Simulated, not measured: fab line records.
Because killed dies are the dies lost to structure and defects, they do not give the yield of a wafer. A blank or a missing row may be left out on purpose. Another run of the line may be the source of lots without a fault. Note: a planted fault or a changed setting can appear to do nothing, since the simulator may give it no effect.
Matching of chambers + flow gf180mcu + 4 sister chambers for GF_V2_CMP_26 on cmp-01
The step polishes, stops on SiO2, t overpolish 15 s, target thk 0 nm. 4 wafers are shown with their chamber, then 12 later ones without.

## WAFERS PAIRED WITH THEIR CHAMBERS
| wafer  | chamber | motor-current-A (A) |
|--------|---------|---------------------|
| L081.1 | 1       | 10.4                |
| L082.1 | 3       | 10.8                |
| L085.3 | 2       | 12.1                |
| L085.6 | 0       | 12.3                |

## WAFERS MISSING THEIR CHAMBER
| wafer  | motor-current-A (A) |
|--------|---------------------|
| L088.1 | 10.7                |
| L088.2 | 11.5                |
| L088.3 | 11.3                |
| L090.1 | 11.8                |
| L090.2 | 11.6                |
| L090.3 | 10.1                |
| L092.3 | 10.8                |
| L092.4 | 12.3                |
| L092.5 | 10.3                |
| L096.3 | 10.9                |
| L096.4 | 10.4                |
| L096.5 | 10.0                |

## EACH ONE'S CHAMBER
| wafer  | from the rows above               | in truth |
|--------|-----------------------------------|----------|
| L088.1 | can't be placed: 3 or 1           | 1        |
| L088.2 | can't be placed: 2 or 3 or 0 or 1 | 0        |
| L088.3 | can't be placed: 3 or 2 or 1 or 0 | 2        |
| L090.1 | can't be placed: 2 or 0           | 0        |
| L090.2 | can't be placed: 2 or 0 or 3      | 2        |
| L090.3 | can't be placed: 1 or 3           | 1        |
| L092.3 | can't be placed: 3 or 1           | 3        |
| L092.4 | can't be placed: 0 or 2           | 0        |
| L092.5 | can't be placed: 1 or 3           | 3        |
| L096.3 | can't be placed: 3 or 1           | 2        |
| L096.4 | can't be placed: 1 or 3           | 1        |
| L096.5 | can't be placed: 1 or 3           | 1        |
Correctly placed: 0 of 12. These rows do not allow placing 12 (true chamber among the candidates in 11). Placed wrongly: 0.
How it was worked out, from the rows above alone: a wafer's distance from a chamber is the root of the sum, over the readings, of the square of ((its reading less the chamber's mean) divided by the reading's scatter). The wafer belongs to the nearest chamber; if the next one is less than 2 further off, it can't be placed. Each chamber's mean is taken over the wafers shown for it. The scatter (one wafer shown for each chamber): square how far every hidden wafer sits from the nearest shown wafer, average those squares and take the square root.
